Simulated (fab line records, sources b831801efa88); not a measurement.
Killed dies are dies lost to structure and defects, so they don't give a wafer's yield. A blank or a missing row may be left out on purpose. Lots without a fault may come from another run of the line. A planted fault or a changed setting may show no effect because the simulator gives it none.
One fault seen from 2 desks | flow gf180mcu | each desk has only its own numbers; what lay behind them comes last

THE METROLOGY DESK
What the gauges read, lot by lot, whatever tool the lot ran on: means of the sampled wafers that have a number. A lot is out of limits, marked OUT, if its mean lies more than 4 standard deviations from the usual mean; the brackets give that distance.
Columns: A = STI_OXIDATION_THK at GF_STI_THK_MEAS_02, usual 10.04 nm; B = NWELL_OVL at GF_NWELL_OVL_MEAS_07, usual -0.2 nm; C = NWELL_RS at GF_VT_IMPLANT_RS_MEAS_47, usual 487.9 ohm/sq; D = HV_LDD_01_OVL at GF_HV_LDD_OVL_MEAS_20, usual 0.3 nm
lot  | first seen here | A     | B    | C     | D
L669 | day 1 12:31     | 9.97  | -0.2 | 488.2 | -0.1
L670 | day 1 16:43     | 10.23 | 0.6  | 488.2 | 1.1
L671 | day 1 22:28     | 9.86  | 2.2  | 488.2 | -0.9
L672 | day 2 03:38     | 10.33 | -2.3 | 488.6 | 0.3
L673 | day 2 09:12     | 10.02 | 0.4  | 489.2 | 0.5
L674 | day 2 12:54     | 9.83  | -0.5 | 487.2 | -1.3
L676 | day 2 23:10     | 10.00 | -0.2 | 485.4 | 1.8
L677 | day 3 03:31     | 10.31 | 0.8  | 488.5 | -0.1
L680 | day 3 18:32     | 10.21 | -0.9 | 487.7 | -0.2
L681 | day 3 23:31     | 10.17 | 0.5  | 487.5 | -1.6
L683 | day 4 09:31     | 9.65  | 2.5  | 487.4 | -0.4
L686 | day 5 00:31     | 10.08 | -0.4 | 488.1 | 0.3
L690 | day 5 21:09     | 9.99  | 2.0  | 484.0 | 2.0
L692 | day 6 06:31     | 10.23 | -3.2 | 485.6 | -0.9
This desk's finding: nothing out of limits on any of the 14 lots.

THE TOOL OWNER'S DESK: implanter-04
The tool's own readings at GF_NWELL_IMPLANT_08: means of the sampled wafers that have a number, for each lot that ran on this tool. A lot is out of limits, marked OUT, if its mean lies more than 4 standard deviations from the usual mean; the brackets give that distance.
Columns: A = beam_energy_keV at GF_NWELL_IMPLANT_08, usual 450.01; B = dose_ions_cm2 at GF_NWELL_IMPLANT_08, usual 1.5003e+13
lot  | first seen here | A                        | B
L669 | day 3 07:50     | 449.97                   | 1.5025e+13
L670 | day 3 13:10     | 449.96                   | 1.4999e+13
L671 | day 3 19:18     | 449.98                   | 1.4999e+13
L672 | day 4 00:04     | 450.19                   | 1.4997e+13
L680 | day 5 20:46     | 449.98                   | 1.5008e+13
L681 | day 6 01:28     | 450.02                   | 1.4996e+13
L683 | day 6 12:20     | 449.99                   | 1.5003e+13
L690 | day 8 01:16     | 467.93 (+99 or more) OUT | 1.5002e+13
L692 | day 8 14:22     | 468.01 (+99 or more) OUT | 1.5015e+13
This desk's finding: out of limits on L690, L692; first on L690, day 8 01:16 (beam_energy_keV at GF_NWELL_IMPLANT_08). In limits: L669, L670, L671, L672, L680, L681, L683.

PUT TOGETHER
The tool owner's desk could have raised an alarm at day 8 01:16, on L690, L692.
The metrology desk saw nothing out of limits.
The metrology desk has L690, L692 on record, within its limits.
Of the lots named, all ran GF_NWELL_IMPLANT_08 on implanter-04.

WHAT THE SIMULATOR HAD PUT IN
Process parameter drift: implanter-04, from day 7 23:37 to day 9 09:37, at GF_NWELL_IMPLANT_08. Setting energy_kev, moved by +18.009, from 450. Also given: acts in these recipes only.
Lots struck among those shown: L690, L692.
Hours from the fault's start to each desk's first reading out of limits: the tool owner's desk, 2.
